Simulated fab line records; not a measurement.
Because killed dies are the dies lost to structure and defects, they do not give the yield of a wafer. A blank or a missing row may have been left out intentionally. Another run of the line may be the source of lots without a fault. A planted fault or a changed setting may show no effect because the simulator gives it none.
fab line records	flow sky130
record lots=12	wafers=36	last_day=50
route steps=708 shown RES_PROTECT@215 POLY_GATE@229 SD_P@326
lots that met no fault: taken from a fault-free run of the same line
start_h: the number of hours between the record's first day and the start of the first shown wafer of the lot	wait_h: hours since the lot's step before	" same as the row above	L1.1+2: a row that stands for several wafers	- either no value or no given start	* or withheld: withheld	< > ~ a bound
route shown NAME@n: NAME is a module with steps in the file, n the number in the route of the first one	usual: mean/standard deviation of fault-free wafers	same: alike in all rows	chamber/n: place in a boat	sites: each site's reading	_std_site: their standard deviation	_edge_site: the outer-site mean with the inner-site mean subtracted	radius_mm: how far each site lies from the wafer's centre	mask NAME#n: copy n	behind: the tool/chamber that last shaped the wafer	hold: the reason the lot was held/the length of the hold in hours/how it ended	device: names the non-switching transistor (n, p or np)	end of line: the route-end tests of the same wafers	a step given without rows: its recipe and nothing more	killed: dies that structure and defects cost at the first sort, which is not the same as the wafer's yield	map: shows each die of a wafer: x if killed, . if not, _ if none is there
set.NAME: the setting that was run; set.NAME@STEP: the one run at that earlier step	model.NAME: the simulator's own value behind a step, which no gauge read
route steps across a sampled set of lots; one table per step, one row per wafer
services: the hour from which a tool's chamber was out of use, counted from the record's first day as start_h (under 0 if before that day), plus the number of hours and why
## steps
# step SKY_RES_PROTECT_TW_MEAS_08
# usual POLY_GATE_TW=4071/22
lot.wafer	tool	chamber	start_h	wait_h	POLY_GATE_TW
L468.1	film_metro-01	-	334.02	0.1	4061
L468.2	"	-	"	"	4071
L468.6	"	-	"	"	4062
L469.2	film_metro-01	-	358.66	0.1	4057
L469.5	"	-	"	"	4063
L469.6	"	-	"	"	4043
L470.1	film_metro-03	-	360.62	0.1	4070
L470.4	"	-	"	"	4060
L470.5	"	-	"	"	4070
L472.2	film_metro-04	-	379.31	0.1	4057
L472.5	"	-	"	"	4080
L472.6	"	-	"	"	4066
L474.1	film_metro-03	-	392.71	0.1	4032
L474.2	"	-	"	"	4055
L474.4	"	-	"	"	4030
L475.2	film_metro-04	-	398.38	0.1	4120
L475.3	"	-	"	"	4116
L475.5	"	-	"	"	4114
L476.1	film_metro-01	-	418.65	0.1	4074
L476.2	"	-	"	"	4047
L476.4	"	-	"	"	4058
L482.2	film_metro-03	-	464.66	0.1	4099
L482.4	"	-	"	"	4107
L482.5	"	-	"	"	4088
L485.1	film_metro-01	-	490.11	0.1	4070
L485.3	"	-	"	"	4071
L485.5	"	-	"	"	4075
L487.1	film_metro-01	-	516.36	0.1	4054
L487.2	"	-	"	"	4026
L487.5	"	-	"	"	4032
L488.1	film_metro-03	-	535.06	0.1	4110
L488.2	"	-	"	"	4102
L488.3	"	-	"	"	4098
L490.2	film_metro-03	-	546.01	0.1	4111
L490.3	"	-	"	"	4078
L490.6	"	-	"	"	4075
# step SKY_POLY_GATE_ETCH_15
# recipe chemistry=N2/H2	target=BARC	ion_energy_ev=200	source_w=500	bias_w=100	pressure_mtorr=30	n2_flow_sccm=100	h2_flow_sccm=200	stop_on=SiO2	time_s=118.5	target_depth_a=1100
# usual bias_w=100.0/0.31	drypump_motor_current_A=5.6/0.46	h2_flow_sccm=200.0/0.63	n2_flow_sccm=100.0/0.31	oes_product_au=0.717/0.0042	throttle_valve_pct=13.211/0.0094
lot.wafer	tool	chamber	start_h	wait_h	bias_w	drypump_motor_current_A	h2_flow_sccm	n2_flow_sccm	oes_product_au	rf_hours_counter_h	throttle_valve_pct
L468.1	rie_diel-04	2	366.01	0.0	100.1	5.7	199.8	100.0	0.717	107	13.205
L468.2	"	0	"	"	99.3	5.9	200.8	99.9	0.715	89	13.205
L468.6	"	2	"	"	99.9	5.7	199.1	100.1	0.711	-	13.217
L469.2	rie_diel-04	2	389.77	0.0	99.9	5.7	200.8	100.4	0.713	108	13.211
L469.5	"	2	"	"	100.2	5.7	199.8	100.0	0.715	-	13.211
L469.6	"	1	"	"	99.6	5.7	200.5	100.3	0.715	-	13.202
L470.1	rie_diel-02	0	391.76	0.0	100.3	5.0	200.6	100.3	0.720	1	13.230
L470.4	"	1	"	"	100.3	6.4	199.5	100.0	0.716	6	13.221
L470.5	"	0	"	"	100.2	5.0	199.8	100.1	0.714	-	13.202
L472.2	rie_diel-02	2	411.46	0.0	99.7	5.8	199.4	100.0	0.715	8	13.209
L472.5	"	2	"	"	99.7	5.9	198.8	100.0	0.712	-	13.200
L472.6	"	3	"	"	99.6	4.8	200.4	99.9	0.720	-	13.195
L474.1	rie_diel-02	2	424.20	0.0	99.7	5.9	200.2	99.8	0.718	8	13.224
L474.2	"	1	"	"	100.3	6.5	200.2	100.1	0.714	6	13.208
L474.4	"	3	"	"	100.1	4.9	200.1	100.4	0.710	10	13.215
L475.2	rie_diel-01	1	433.00	0.0	99.9	5.5	200.0	100.3	0.711	2	13.223
L475.3	"	0	"	"	99.9	5.8	199.8	99.4	0.708	6	13.220
L475.5	"	1	"	"	99.8	5.5	200.2	100.0	0.726	-	13.204
L476.1	rie_diel-04	0	450.92	0.0	100.2	5.9	201.4	100.3	0.719	91	13.213
L476.2	"	2	"	"	99.7	5.7	200.3	99.7	0.722	0	13.206
L476.4	"	1	"	"	99.5	5.7	198.8	99.7	0.710	64	13.212
L482.2	rie_diel-04	3	496.50	0.0	99.9	5.3	200.4	100.3	0.713	47	13.215
L482.4	"	1	"	"	100.7	5.6	201.1	99.9	0.720	65	13.216
L482.5	"	1	"	"	100.4	5.6	199.7	100.4	0.717	-	13.203
L485.1	rie_diel-04	2	521.45	0.0	99.6	5.8	200.3	99.5	0.719	2	13.204
L485.3	"	3	"	"	100.3	5.3	201.0	100.0	0.719	48	13.227
L485.5	"	2	"	"	100.2	5.7	200.3	99.7	0.720	-	13.201
L487.1	rie_diel-02	3	550.27	0.0	99.8	4.9	199.8	100.1	0.714	12	13.213
L487.2	"	1	"	"	100.1	6.5	199.7	100.3	0.716	9	13.208
L487.5	"	0	"	"	100.4	4.9	199.8	99.9	0.716	-	13.213
L488.1	rie_diel-01	1	564.55	0.0	100.2	5.5	199.4	99.4	0.714	4	13.223
L488.2	"	0	"	"	100.4	5.8	199.9	100.3	0.712	9	13.213
L488.3	"	2	"	"	100.1	5.3	199.9	100.3	0.714	6	13.210
L490.2	rie_diel-04	2	576.70	0.0	99.7	5.7	200.7	100.1	0.714	3	13.231
L490.3	"	3	"	"	99.7	5.3	200.3	99.9	0.716	49	13.224
L490.6	"	2	"	"	100.3	5.7	201.2	100.0	0.720	-	13.198
# step SKY_POLY_GATE_THK_MEAS_21
# recipe reads=SiO2_of_POLY_GATE_OXIDATION_20
# usual POLY_GATE_OXIDATION_THK=4.01/0.092
lot.wafer	tool	chamber	start_h	wait_h	POLY_GATE_OXIDATION_THK[nm]
L468.1	film_metro-01	-	369.34	0.0	3.92
L468.2	"	-	"	"	3.93
L468.6	"	-	"	"	3.93
L469.2	film_metro-03	-	391.43	0.0	3.87
L469.5	"	-	"	"	3.80
L469.6	"	-	"	"	3.88
L470.1	film_metro-02	-	395.52	0.0	3.96
L470.4	"	-	"	"	4.00
L470.5	"	-	"	"	3.97
L472.2	film_metro-02	-	415.42	0.0	4.14
L472.5	"	-	"	"	4.19
L472.6	"	-	"	"	4.08
L474.1	film_metro-01	-	429.25	0.0	4.09
L474.2	"	-	"	"	4.02
L474.4	"	-	"	"	4.01
L475.2	film_metro-02	-	436.19	0.0	4.05
L475.3	"	-	"	"	3.97
L475.5	"	-	"	"	4.11
L476.1	film_metro-02	-	452.55	0.0	4.01
L476.2	"	-	"	"	3.99
L476.4	"	-	"	"	4.02
L482.2	film_metro-01	-	498.92	0.0	4.16
L482.4	"	-	"	"	4.11
L482.5	"	-	"	"	4.04
L485.1	film_metro-02	-	523.17	0.0	4.03
L485.3	"	-	"	"	4.01
L485.5	"	-	"	"	3.92
L487.1	film_metro-02	-	551.92	0.0	3.90
L487.2	"	-	"	"	3.91
L487.5	"	-	"	"	3.92
L488.1	film_metro-03	-	566.19	0.0	3.92
L488.2	"	-	"	"	3.94
L488.3	"	-	"	"	4.02
L490.2	film_metro-01	-	578.35	0.0	3.91
L490.3	"	-	"	"	4.01
L490.6	"	-	"	"	4.11
# step SKY_SD_P_DEVELOP_06
# recipe resist=NOVOLAK	developer=TMAH	develop_time_s=60	dev_temp_c=23
# usual developer_temp_C=23.00/0.1
lot.wafer	tool	chamber	start_h	wait_h	developer_temp_C
L468.1	litho_track-01	0	580.55	0.1	23.14
L468.2	"	0	"	"	23.12
L468.6	"	0	"	"	23.15
L469.2	litho_track-01	0	604.02	0.1	22.98
L469.5	"	0	"	"	22.87
L469.6	"	0	"	"	22.99
L470.1	litho_track-01	0	606.50	0.1	22.90
L470.4	"	0	"	"	22.85
L470.5	"	0	"	"	22.89
L472.2	litho_track-03	0	631.25	0.1	23.11
L472.5	"	0	"	"	22.99
L472.6	"	0	"	"	23.06
L474.1	litho_track-01	0	644.55	0.1	22.99
L474.2	"	0	"	"	23.15
L474.4	"	0	"	"	23.02
L475.2	litho_track-01	0	648.02	0.1	22.96
L475.3	"	0	"	"	22.90
L475.5	"	0	"	"	22.99
L476.1	litho_track-03	0	661.27	0.1	22.91
L476.2	"	0	"	"	22.91
L476.4	"	0	"	"	22.99
L482.2	litho_track-01	0	702.97	0.1	23.13
L482.4	"	0	"	"	23.20
L482.5	"	0	"	"	23.11
L485.1	litho_track-01	0	724.30	0.1	22.94
L485.3	"	0	"	"	22.80
L485.5	"	0	"	"	22.91
L487.1	litho_track-04	0	753.66	0.1	22.98
L487.2	"	0	"	"	23.19
L487.5	"	0	"	"	23.17
L488.1	litho_track-03	0	765.92	0.1	23.17
L488.2	"	0	"	"	23.00
L488.3	"	0	"	"	22.87
L490.2	litho_track-03	0	774.40	0.1	23.10
L490.3	"	0	"	"	23.08
L490.6	"	0	"	"	22.93
# step SKY_SD_P_CD_MEAS_07
# recipe target_cd_nm=380
# usual cd_nm=379.2/2.3
lot.wafer	tool	chamber	start_h	wait_h	cd_nm
L468.1	cd_sem-02	-	580.70	0.1	380.8
L468.2	"	-	"	"	381.2
L468.6	"	-	"	"	380.4
L469.2	cd_sem-02	-	604.17	0.1	380.7
L469.5	"	-	"	"	382.4
L469.6	"	-	"	"	381.9
L470.1	cd_sem-02	-	606.65	0.1	377.8
L470.4	"	-	"	"	376.7
L470.5	"	-	"	"	376.9
L472.2	cd_sem-01	-	633.37	2.1	376.2
L472.5	"	-	"	"	374.9
L472.6	"	-	"	"	377.2
L474.1	cd_sem-01	-	648.13	3.6	382.6
L474.2	"	-	"	"	382.8
L474.4	"	-	"	"	386.1
L475.2	cd_sem-01	-	649.23	1.2	377.7
L475.3	"	-	"	"	380.7
L475.5	"	-	"	"	378.9
L476.1	cd_sem-01	-	661.42	0.1	379.8
L476.2	"	-	"	"	380.2
L476.4	"	-	"	"	378.8
L482.2	cd_sem-02	-	703.12	0.1	264.7
L482.4	"	-	"	"	268.2
L482.5	"	-	"	"	266.1
L485.1	cd_sem-01	-	724.45	0.1	287.2
L485.3	"	-	"	"	287.5
L485.5	"	-	"	"	286.0
L487.1	cd_sem-02	-	753.81	0.1	379.8
L487.2	"	-	"	"	379.1
L487.5	"	-	"	"	380.6
L488.1	cd_sem-01	-	766.07	0.1	376.0
L488.2	"	-	"	"	377.3
L488.3	"	-	"	"	373.9
L490.2	cd_sem-01	-	774.54	0.1	382.0
L490.3	"	-	"	"	381.7
L490.6	"	-	"	"	385.3
## services
tool	chamber	start_h	hours	kind
rie_diel-04	-	345.60	0.4	repair
rie_diel-04	-	354.35	2.8	pm
rie_diel-02	0	359.92	11.5	repair
rie_diel-04	1	409.43	2.5	repair
rie_diel-04	0	428.31	2.7	repair
rie_diel-04	-	430.21	0.4	repair
litho_track-01	-	443.04	-	consumable_replace:filter
rie_diel-02	2	444.63	2.4	repair
rie_diel-01	-	467.68	0.8	repair
rie_diel-02	2	468.38	12.5	repair
rie_diel-02	3	496.28	13.3	repair
rie_diel-02	-	521.32	0.4	repair
rie_diel-04	0	572.51	9.0	repair
rie_diel-04	2	605.57	3.3	repair
rie_diel-02	2	619.93	5.2	repair
rie_diel-01	1	653.26	4.3	repair
rie_diel-02	0	664.48	3.8	repair
rie_diel-02	1	669.59	4.2	repair
rie_diel-04	1	673.40	7.2	repair
rie_diel-02	-	716.69	28.1	pm
rie_diel-04	0	716.77	1.4	repair
rie_diel-04	1	717.31	18.1	repair
rie_diel-04	-	730.03	22.2	repair
rie_diel-02	3	772.99	6.3	repair
## key
first_sign step=SKY_SD_P_CD_MEAS_07	reading=cd_nm	direction=down	sigmas=45	usual=379.2	struck=276.6	through=control_loop
effect none on later readings
met_at SKY_SD_P_DEVELOP_06
struck_lots L482,L485
tester_left_out L482,L485
loop_trim step=SKY_SD_P_EXPOSE_04	setting=dose	lots=L485
not_acting_at SKY_RES_PROTECT_TW_MEAS_08,SKY_POLY_GATE_ETCH_15,SKY_POLY_GATE_THK_MEAS_21
onset_between 648.02 702.97
fault kind=process_parameter_drift	tool=litho_track-01	chamber=-	onset_h=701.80	steps=SKY_SD_P_DEVELOP_06	channel=develop_time_s	offset=*	shape=step	end_h=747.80	acts_in=*	stated=*
# tester_left_out: of these lots the tester's yield and bins aren't shown, on N5 and GAA mostly nor the transistor test; their killed dies are dies lost to structure and defects alone, not to doping, threshold or leakage, so they don't give the yield
# loop_trim: a control loop set the setting to another value than it would have without faults
